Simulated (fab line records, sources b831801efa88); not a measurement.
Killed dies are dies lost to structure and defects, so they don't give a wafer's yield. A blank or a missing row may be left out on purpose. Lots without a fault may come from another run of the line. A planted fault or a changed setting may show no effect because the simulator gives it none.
fab line records | flow sky130 | part 1 of 2: steps 1 to 28 of 40
record lots=5 wafers=15 last_day=49
route steps=708 shown RES_XHIGH@360 SALICIDE@361 LI_CONTACT@362 LOCAL_INTERCONNECT@387
lots that met no fault: from a run of the same line without faults
start_h: hours from the record's first day to the start of the lot's first wafer shown | wait_h: hours since the lot's step before | " the same as in the row above | L1.1+2: a row that stands for several wafers | - no value, or no start given | * or withheld: withheld | < > ~ a bound
route shown NAME@n: a module of which the file shows steps, and the number in the route of the first | usual: mean/standard deviation of fault-free wafers | same: alike in all rows | chamber/n: place in a boat | sites: the reading at each site | _std_site: their standard deviation | _edge_site: outer sites' mean less inner sites' | radius_mm: how far each site lies from the wafer's centre | mask NAME#n: copy n | behind: the tool/chamber that last shaped the wafer | hold: why the lot was held/for how many hours/how that ended | device: the transistor (n, p or np) that didn't switch | end of line: the same wafers' tests at the end of the route | a step without rows: its recipe alone | killed: dies lost to structure and defects at the first sort, not the wafer's yield | map: a wafer's dies, x killed, . not, _ none there
set.NAME: the setting as run; set.NAME@STEP: as run at that earlier step | model.NAME: the simulator's own value behind a step, which no gauge read
lots at some steps of the route; a table a step, a row a wafer
services: from which hour (start_h, from the record's first day; less than 0 if before it) a tool's chamber was out of use, for how many hours, and why
## steps
# step SKY_SD_N_RS_MEAS_18
# recipe thk_meas_gauge=four-point-probe
# usual RES_XHIGH_RS=333.2/1.3
# columns lot.wafer tool chamber start_h wait_h RES_XHIGH_RS[ohm/sq]
L074.1 film_metro-03 - 655.43 0.1 332.1
L074.5 " - " " 332.7
L074.6 " - " " 332.3
L078.1 film_metro-03 - 696.49 0.1 332.3
L078.4 " - " " 331.1
L078.5 " - " " 330.4
L081.2 film_metro-03 - 707.97 0.1 333.7
L081.5 " - " " 332.5
L081.6 " - " " 332.5
L084.2 film_metro-02 - 732.31 0.1 335.4
L084.4 " - " " 334.4
L084.5 " - " " 334.8
L090.2 film_metro-02 - 779.51 0.1 334.4
L090.4 " - " " 334.8
L090.5 " - " " 335.4
# step SKY_SALICIDE_CLEAN_00
# recipe chemistry=HF-last time_s=30 dilution=100:1 dry=ipa_marangoni
# columns lot.wafer tool chamber start_h wait_h
L074.1+5+6 wet_bench-01 1 655.55 0.1
L078.1+4+5 wet_bench-02 2 696.61 0.1
L081.2+5+6 wet_bench-02 2 708.07 0.1
L084.2+4+5 wet_bench-04 1 732.41 0.1
L090.2+4+5 wet_bench-02 0 779.61 0.1
# step SKY_LI_CONTACT_HDPCVD_00
# recipe material=PSG target_thk_nm=930 sigma_open_frac=0.3 time_s=155 temp_c=600 sih4_flow_sccm=60 pressure_mtorr=6
# columns lot.wafer tool chamber start_h wait_h
L074.1+5+6 hdpcvd-02 1,1,2 655.57 0.0
L078.1+4+5 hdpcvd-02 1,2,0 696.63 0.0
L081.2+5+6 hdpcvd-01 0,0,2 708.09 0.0
L084.2+4+5 hdpcvd-01 2,2,0 732.43 0.0
L090.2+4+5 hdpcvd-01 0,2,0 779.63 0.0
# step SKY_LI_CONTACT_THK_MEAS_01
# recipe reads=PSG_of_LI_CONTACT_HDPCVD_00
# usual LI_CONTACT_HDPCVD_THK=927/9.5
# columns lot.wafer tool chamber start_h wait_h LI_CONTACT_HDPCVD_THK[nm]
L074.1 film_metro-02 - 655.67 0.1 911
L074.5 " - " " 922
L074.6 " - " " 945
L078.1 film_metro-02 - 696.73 0.1 922
L078.4 " - " " 931
L078.5 " - " " 921
L081.2 film_metro-03 - 708.20 0.1 925
L081.5 " - " " 928
L081.6 " - " " 925
L084.2 film_metro-01 - 732.54 0.1 935
L084.4 " - " " 943
L084.5 " - " " 940
L090.2 film_metro-01 - 779.74 0.1 922
L090.4 " - " " 920
L090.5 " - " " 920
# step SKY_LI_CONTACT_CMP_02
# recipe material=PSG down_force_psi=4 platen_rpm=60 pad_velocity_m_s=0.94248
# usual motor_current_A=12.1/0.72 time_to_endpoint_s=33/3.4
# columns lot.wafer tool chamber start_h wait_h motor_current_A time_to_endpoint_s
L074.1 cmp-01 2 655.78 0.1 11.6 34
L074.6 " 1 " " 12.2 32
L074.5 " 2 " " 12.2 31
L078.1 cmp-01 1 696.84 0.1 12.3 27
L078.4 " 2 " " 12.4 35
L078.5 " 0 " " 13.0 36
L081.2 cmp-01 0 708.30 0.1 13.6 38
L081.6 " 3 " " 12.2 39
L081.5 " 0 " " 12.4 36
L084.4 cmp-02 0 732.64 0.1 13.4 35
L084.2 " 2 " " 12.2 28
L084.5 " 0 " " 13.2 33
L090.2 cmp-02 0 779.84 0.1 12.9 34
L090.4 " 2 " " 12.3 33
L090.5 " 3 " " 11.2 32
# step SKY_LI_CONTACT_BOW_MEAS_03
# recipe mode=bow
# usual LI_CONTACT_BOW=54/7.1
# columns lot.wafer tool chamber start_h wait_h LI_CONTACT_BOW[um]
L074.1 film_metro-03 - 656.03 0.2 49
L074.5 " - " " 55
L074.6 " - " " 59
L078.1 film_metro-02 - 697.09 0.2 76
L078.4 " - " " 46
L078.5 " - " " 63
L081.2 film_metro-01 - 708.57 0.2 47
L081.5 " - " " 57
L081.6 " - " " 51
L084.2 film_metro-02 - 732.91 0.1 59
L084.4 " - " " 63
L084.5 " - " " 55
L090.2 film_metro-01 - 780.11 0.2 56
L090.4 " - " " 42
L090.5 " - " " 47
# step SKY_LI_CONTACT_DEHYDRATE_04
# recipe temp_c=200 time_s=60
# columns lot.wafer tool chamber start_h wait_h
L074.1+5+6 litho_track-01 0 669.66 13.6
L078.1+4+5 litho_track-01 0 710.56 13.4
L081.2+5+6 litho_track-02 0 721.99 13.4
L084.2+4+5 litho_track-04 0 745.61 12.7
L090.2+4+5 litho_track-01 0 792.88 12.7
# step SKY_LI_CONTACT_HMDS_05
# recipe prime_time_s=60 prime_temp_c=120
# same prime_time_s=60
# columns lot.wafer tool chamber start_h wait_h
L074.1+5+6 litho_track-01 0 669.81 0.1
L078.1+4+5 litho_track-01 0 710.71 0.1
L081.2+5+6 litho_track-02 0 722.14 0.1
L084.2+4+5 litho_track-04 0 745.76 0.1
L090.2+4+5 litho_track-01 0 793.03 0.1
# step SKY_LI_CONTACT_COAT_06
# recipe resist=BARC temp_c=withheld time_s=withheld spin_rpm=3000 resist_thk_nm=60
# usual spin_speed_rpm=3000.0/2.4
# columns lot.wafer tool chamber start_h wait_h spin_speed_rpm
L074.1 litho_track-01 0 669.96 0.1 2996.6
L074.5 " 0 " " 2998.2
L074.6 " 0 " " 2999.9
L078.1 litho_track-01 0 710.86 0.1 3001.4
L078.4 " 0 " " 2995.2
L078.5 " 0 " " 2997.4
L081.2 litho_track-02 0 722.29 0.1 3003.4
L081.5 " 0 " " 3002.3
L081.6 " 0 " " 3001.2
L084.2 litho_track-04 0 745.91 0.1 2999.6
L084.4 " 0 " " 3000.8
L084.5 " 0 " " 2996.7
L090.2 litho_track-01 0 793.18 0.1 3000.2
L090.4 " 0 " " 2998.4
L090.5 " 0 " " 3000.1
# step SKY_LI_CONTACT_COAT_07
# recipe resist=KrF-thick spin_rpm=3000 resist_thk_nm=450
# usual spin_speed_rpm=2999.9/2.3
# columns lot.wafer tool chamber start_h wait_h spin_speed_rpm
L074.1 litho_track-01 0 - - 3001.0
L074.5 " 0 " " 3001.1
L074.6 " 0 " " 2999.3
L078.1 litho_track-01 0 - - 3000.2
L078.4 " 0 " " 2997.7
L078.5 " 0 " " 2998.4
L081.2 litho_track-02 0 - - 2994.0
L081.5 " 0 " " 3000.6
L081.6 " 0 " " 2999.6
L084.2 litho_track-04 0 - - 3002.9
L084.4 " 0 " " 3001.2
L084.5 " 0 " " 3002.9
L090.2 litho_track-01 0 - - 3000.5
L090.4 " 0 " " 2999.8
L090.5 " 0 " " 3000.1
# step SKY_LI_CONTACT_SOFTBAKE_08
# recipe temp_c=100 time_s=90 resist=KrF-thick
# columns lot.wafer tool chamber start_h wait_h
L074.1+5+6 litho_track-01 0 - -
L078.1+4+5 litho_track-01 0 - -
L081.2+5+6 litho_track-02 0 - -
L084.2+4+5 litho_track-04 0 - -
L090.2+4+5 litho_track-01 0 - -
# step SKY_LI_CONTACT_EXPOSE_09
# recipe mask_id=LICM1 na=0.8 source_shape=annular sigma_inner=0.55 sigma_outer=0.85 target_cd_nm=170 dose_mj=38
# usual focus_offset_nm=0.0/0.53 stage_vel_mm_s=499.95/0.27
# columns lot.wafer tool chamber start_h wait_h mask focus_offset_nm stage_vel_mm_s
L074.1 krf_scanner-02 0 - - LICM1#0 -0.2 500.00
L074.5 " 0 " " LICM1#0 -0.2 500.17
L074.6 " 0 " " LICM1#0 0.2 500.20
L078.1 krf_scanner-01 0 - - LICM1#0 0.2 499.81
L078.4 " 0 " " LICM1#0 -0.4 500.14
L078.5 " 0 " " LICM1#0 0.7 500.48
L081.2 krf_scanner-02 0 - - LICM1#0 -0.6 500.33
L081.5 " 0 " " LICM1#0 -0.2 500.58
L081.6 " 0 " " LICM1#0 0.0 500.22
L084.2 krf_scanner-02 0 - - LICM1#0 0.8 499.95
L084.4 " 0 " " LICM1#0 0.4 499.75
L084.5 " 0 " " LICM1#0 0.1 500.29
L090.2 krf_scanner-01 0 - - LICM1#0 -0.8 499.99
L090.4 " 0 " " LICM1#0 -0.2 500.14
L090.5 " 0 " " LICM1#0 -1.2 500.26
# step SKY_LI_CONTACT_PEB_10
# recipe peb_temp_c=withheld peb_time_s=withheld resist=KrF-thick
# columns lot.wafer tool chamber start_h wait_h
L074.1+5+6 litho_track-01 0 - -
L078.1+4+5 litho_track-02 0 - -
L081.2+5+6 litho_track-01 0 - -
L084.2+4+5 litho_track-04 0 - -
L090.2+4+5 litho_track-02 0 - -
# step SKY_LI_CONTACT_DEVELOP_11
# recipe develop_time_s=60 resist=KrF-thick dev_temp_c=21
# columns lot.wafer tool chamber start_h wait_h
L074.1+5+6 litho_track-01 0 - -
L078.1+4+5 litho_track-02 0 - -
L081.2+5+6 litho_track-01 0 - -
L084.2+4+5 litho_track-04 0 - -
L090.2+4+5 litho_track-02 0 - -
# step SKY_LI_CONTACT_CD_MEAS_12
# recipe target_cd_nm=170
# usual cd_nm=169.1/1.6
# columns lot.wafer tool chamber start_h wait_h cd_nm
L074.1 cd_sem-02 - 684.11 - 169.6
L074.5 " - " " 170.6
L074.6 " - " " 168.9
L078.1 cd_sem-02 - 724.86 - 170.9
L078.4 " - " " 172.0
L078.5 " - " " 169.5
L081.2 cd_sem-01 - 736.18 - 165.1
L081.5 " - " " 166.5
L081.6 " - " " 165.9
L084.2 cd_sem-01 - 760.50 - 168.2
L084.4 " - " " 168.3
L084.5 " - " " 168.9
L090.2 cd_sem-02 - 806.78 - 169.1
L090.4 " - " " 170.3
L090.5 " - " " 169.7
# step SKY_LI_CONTACT_OVL_MEAS_13
# usual LI_CONTACT_OVL=0/5.5
# columns lot.wafer tool chamber start_h wait_h LI_CONTACT_OVL[nm]
L074.1 overlay-01 - 684.23 0.1 -6
L074.5 " - " " -6
L074.6 " - " " -12
L078.1 overlay-02 - 724.98 0.1 1
L078.4 " - " " -2
L078.5 " - " " -1
L081.2 overlay-02 - 736.28 0.1 3
L081.5 " - " " 2
L081.6 " - " " 4
L084.2 overlay-02 - 760.61 0.1 3
L084.4 " - " " 6
L084.5 " - " " 4
L090.2 overlay-02 - 806.89 0.1 6
L090.4 " - " " 1
L090.5 " - " " 8
# step SKY_LI_CONTACT_ETCH_14
# recipe chemistry=N2/H2 target=BARC ion_energy_ev=200 source_w=500 bias_w=100 pressure_mtorr=30 n2_flow_sccm=100 h2_flow_sccm=200 stop_on=SiO2 time_s=45.9 target_depth_a=600
# usual drypump_motor_current_A=5.7/0.58 oes_product_au=0.854/0.0044 throttle_valve_pct=13.226/0.0099
# columns lot.wafer tool chamber start_h wait_h drypump_motor_current_A oes_product_au rf_hours_counter_h throttle_valve_pct
L074.1 rie_diel-04 3 684.26 0.0 4.9 0.856 6 13.209
L074.5 " 1 " " 5.6 0.854 - 13.218
L074.6 " 3 " " 4.9 0.852 - 13.242
L078.1 rie_diel-03 0 725.02 0.0 5.7 0.852 16 13.234
L078.4 " 1 " " 6.2 0.853 15 13.206
L078.5 " 0 " " 5.7 0.849 - 13.214
L081.2 rie_diel-04 1 736.31 0.0 5.5 0.854 6 13.224
L081.5 " 3 " " 4.9 0.848 - 13.229
L081.6 " 0 " " 5.1 0.859 - 13.218
L084.2 rie_diel-03 3 760.64 0.0 5.9 0.849 11 13.226
L084.4 " 0 " " 5.7 0.856 16 13.227
L084.5 " 2 " " 5.9 0.852 - 13.231
L090.2 rie_diel-04 0 806.92 0.0 5.1 0.864 16 13.223
L090.4 " 1 " " 5.6 0.857 8 13.220
L090.5 " 3 " " 4.9 0.850 - 13.213
# step SKY_LI_CONTACT_ETCH_15
# recipe target=PSG chemistry=C4F8/O2/Ar stop_on=Si taper_deg=4.15 mask_material=KrF-thick source_w=1500 bias_w=1200 pressure_mtorr=40 c4f8_flow_sccm=withheld O2_flow_sccm=6 Ar_flow_sccm=300 time_s=withheld target_depth_a=6000
# usual oes_product_au=0.836/0.0047
# columns lot.wafer tool chamber start_h wait_h oes_product_au
L074.1 rie_diel-04 3 684.30 0.0 0.836
L074.5 " 1 " " 0.840
L074.6 " 3 " " 0.835
L078.1 rie_diel-03 0 725.06 0.0 0.836
L078.4 " 1 " " 0.837
L078.5 " 0 " " 0.836
L081.2 rie_diel-04 1 736.35 0.0 0.842
L081.5 " 3 " " 0.832
L081.6 " 0 " " 0.832
L084.2 rie_diel-03 3 760.68 0.0 0.843
L084.4 " 0 " " 0.833
L084.5 " 2 " " 0.831
L090.2 rie_diel-04 0 806.96 0.0 0.838
L090.4 " 1 " " 0.838
L090.5 " 3 " " 0.841
# step SKY_LI_CONTACT_STRIP_16
# recipe chemistry=O2/N2 power_w=1400 pressure_mtorr=1500 platen_temp_c=withheld o2_flow_sccm=3000 n2_flow_sccm=300 overash_fraction=0.5
# usual drypump_motor_current_A=5.5/0.51 oes_product_au=0.377/0.0046 strip_time_to_endpoint_s=3.52/0.041
# columns lot.wafer tool chamber start_h wait_h drypump_motor_current_A oes_product_au rf_hours_counter_h strip_time_to_endpoint_s
L074.1 plasma_asher-03 0 684.39 - 5.9 0.371 60 3.50
L074.5 " 0 " " 5.9 0.378 - 3.51
L074.6 " 1 " " 6.7 0.373 - 3.51
L078.1 plasma_asher-04 1 725.15 - 5.2 0.383 83 3.55
L078.4 " 0 " " 5.2 0.378 - 3.46
L078.5 " 1 " " 5.2 0.379 - 3.57
L081.2 plasma_asher-01 0 736.44 - 5.2 0.375 29 3.51
L081.5 " 1 " " 5.3 0.377 - 3.55
L081.6 " 0 " " 5.2 0.380 - 3.59
L084.2 plasma_asher-03 1 760.76 - 6.7 0.376 66 3.52
L084.4 " 0 " " 5.9 0.382 - 3.64
L084.5 " 1 " " 6.7 0.372 - 3.55
L090.2 plasma_asher-04 0 807.05 - 5.2 0.379 92 3.53
L090.4 " 0 " " 5.2 0.381 - 3.44
L090.5 " 1 " " 5.2 0.373 - 3.56
# step SKY_LI_CONTACT_CLEAN_17
# recipe chemistry=NMP time_s=600 temp_c=60 dry=n2_spin
# columns lot.wafer tool chamber start_h wait_h
L074.1+5+6 wet_bench-03 3 684.49 0.1
L078.1+4+5 wet_bench-02 3 725.25 0.1
L081.2+5+6 wet_bench-03 0 736.54 0.1
L084.2+4+5 wet_bench-02 0 760.86 0.1
L090.2+4+5 wet_bench-03 2 807.15 0.1
# step SKY_LI_CONTACT_PRE_CLEAN_18
# recipe gas=Ar time_s=5.6 bias_v=358
# columns lot.wafer tool chamber start_h wait_h
L074.1+5+6 pvd_sputter-01 - 684.66 0.0
L078.1+4+5 pvd_sputter-04 - 725.42 0.0
L081.2+5+6 pvd_sputter-04 - 736.71 0.0
L084.2+4+5 pvd_sputter-01 - 761.04 0.0
L090.2+4+5 pvd_sputter-01 - 807.32 0.0
# step SKY_LI_CONTACT_SPUTTER_19
# recipe material=Ti target_thk_nm=20 chamber_pressure_pa=5 power_w=2500 substrate_temp_c=200 time_s=106.37
# usual throttle_valve_pct=29.7/1.1
# columns lot.wafer tool chamber start_h wait_h throttle_valve_pct
L074.1 pvd_sputter-01 - 684.68 0.0 29.8
L074.5 " - " " 31.4
L074.6 " - " " 27.4
L078.1 pvd_sputter-04 - 725.44 0.0 29.8
L078.4 " - " " 29.6
L078.5 " - " " 29.5
L081.2 pvd_sputter-04 - 736.73 0.0 29.0
L081.5 " - " " 29.6
L081.6 " - " " 29.1
L084.2 pvd_sputter-01 - 761.06 0.0 27.5
L084.4 " - " " 31.9
L084.5 " - " " 31.3
L090.2 pvd_sputter-01 - 807.34 0.0 31.6
L090.4 " - " " 30.1
L090.5 " - " " 27.6
# step SKY_LI_CONTACT_SPUTTER_20
# recipe material=TiN target_thk_nm=20 chamber_pressure_pa=5 power_w=4000 time_s=80
# usual throttle_valve_pct=29.7/1.1
# columns lot.wafer tool chamber start_h wait_h throttle_valve_pct
L074.1 pvd_sputter-01 - 684.76 0.0 30.1
L074.5 " - " " 31.2
L074.6 " - " " 27.6
L078.1 pvd_sputter-04 - 725.52 0.0 29.8
L078.4 " - " " 29.7
L078.5 " - " " 29.5
L081.2 pvd_sputter-04 - 736.81 0.0 29.2
L081.5 " - " " 29.5
L081.6 " - " " 29.4
L084.2 pvd_sputter-01 - 761.14 0.0 27.7
L084.4 " - " " 31.4
L084.5 " - " " 31.3
L090.2 pvd_sputter-01 - 807.42 0.0 31.5
L090.4 " - " " 30.1
L090.5 " - " " 27.4
# step SKY_LI_CONTACT_CVD_21
# recipe material=W target_thk_nm=400 time_s=120.56 temp_c=400 pressure_torr=40
# usual heater_power_w=820/61
# columns lot.wafer tool chamber start_h wait_h heater_power_w
L074.1 cvd_w-02 1 684.82 0.0 808
L074.5 " 1 " " 816
L074.6 " 0 " " 686
L078.1 cvd_w-02 0 725.58 0.0 686
L078.4 " 0 " " 680
L078.5 " 1 " " 840
L081.2 cvd_w-02 1 736.87 0.0 815
L081.5 " 1 " " 846
L081.6 " 0 " " 700
L084.2 cvd_w-01 1 761.20 0.0 900
L084.4 " 0 " " 813
L084.5 " 0 " " 836
L090.2 cvd_w-02 1 807.48 0.0 833
L090.4 " 1 " " 842
L090.5 " 0 " " 701
# step SKY_LI_CONTACT_RS_MEAS_22
# recipe thk_meas_gauge=four-point-probe reads=W_of_LI_CONTACT_CVD_21+TiN_of_LI_CONTACT_SPUTTER_20+Ti_of_LI_CONTACT_SPUTTER_19
# usual LI_CONTACT_W_RS=0.284/0.0034
# columns lot.wafer tool chamber start_h wait_h LI_CONTACT_W_RS[ohm/sq]
L074.1 film_metro-03 - 684.95 0.1 0.290
L074.5 " - " " 0.286
L074.6 " - " " 0.280
L078.1 film_metro-03 - 725.70 0.1 0.279
L078.4 " - " " 0.276
L078.5 " - " " 0.287
L081.2 film_metro-02 - 737.02 0.1 0.289
L081.5 " - " " 0.289
L081.6 " - " " 0.284
L084.2 film_metro-02 - 761.34 0.1 0.284
L084.4 " - " " 0.279
L084.5 " - " " 0.281
L090.2 film_metro-01 - 807.62 0.1 0.284
L090.4 " - " " 0.285
L090.5 " - " " 0.283
# step SKY_LI_CONTACT_THK_MEAS_23
# recipe thk_meas_gauge=xrf reads=W_of_LI_CONTACT_CVD_21
# usual LI_CONTACT_W_THK=424/7.3
# columns lot.wafer tool chamber start_h wait_h LI_CONTACT_W_THK[nm]
L074.1 film_metro-03 - 685.07 0.1 406
L074.5 " - " " 412
L074.6 " - " " 421
L078.1 film_metro-03 - 725.82 0.1 434
L078.4 " - " " 439
L078.5 " - " " 421
L081.2 film_metro-02 - 737.13 0.1 426
L081.5 " - " " 423
L081.6 " - " " 433
L084.2 film_metro-02 - 761.45 0.1 420
L084.4 " - " " 428
L084.5 " - " " 425
L090.2 film_metro-01 - 807.73 0.1 427
L090.4 " - " " 423
L090.5 " - " " 427
# step SKY_LI_CONTACT_CMP_24
# recipe stop_on=PSG t_overpolish_s=20 down_force_psi=3.5 platen_rpm=60 target_thk_nm=0 pad_velocity_m_s=0.94248
# usual motor_current_A=11.0/0.68 overpolish_run_s=19.999/0.0092 time_to_endpoint_s=98/5.2
# columns lot.wafer tool chamber start_h wait_h motor_current_A overpolish_run_s time_to_endpoint_s
L074.1 cmp-02 2 685.17 0.1 10.6 20.002 93
L074.6 " 2 " " 10.6 20.020 98
L074.5 " 3 " " 9.9 19.997 94
L078.1 cmp-02 3 725.93 0.1 10.2 19.988 96
L078.4 " 0 " " 11.8 20.013 103
L078.5 " 2 " " 11.4 20.012 91
L081.2 cmp-02 2 737.23 0.1 10.9 19.990 91
L081.6 " 1 " " 10.5 20.000 94
L081.5 " 2 " " 11.1 20.002 94
L084.4 cmp-01 0 761.55 0.1 12.1 20.011 107
L084.2 " 2 " " 10.8 20.005 105
L084.5 " 3 " " 10.4 20.004 109
L090.2 cmp-02 3 807.78 0.0 9.7 20.005 97
L090.4 " 1 " " 10.4 19.995 91
L090.5 " 0 " " 12.4 19.997 100
# step SKY_LOCAL_INTERCONNECT_SPUTTER_00
# recipe material=TiN target_thk_nm=100 temp_c=300 power_w=6500 time_s=83.3 chamber_pressure_pa=0.4
# usual throttle_valve_pct=29.8/0.97
# columns lot.wafer tool chamber start_h wait_h throttle_valve_pct
L074.1 pvd_sputter-01 - 685.47 0.2 31.4
L074.5 " - " " 30.0
L074.6 " - " " 31.5
L078.1 pvd_sputter-02 - 726.18 0.2 29.4
L078.4 " - " " 31.2
L078.5 " - " " 31.2
L081.2 pvd_sputter-02 - 737.48 0.2 29.0
L081.5 " - " " 29.1
L081.6 " - " " 31.1
L084.2 pvd_sputter-02 - 761.80 0.1 30.4
L084.4 " - " " 31.3
L084.5 " - " " 29.5
L090.2 pvd_sputter-02 - 808.08 0.2 31.0
L090.4 " - " " 30.3
L090.5 " - " " 30.2
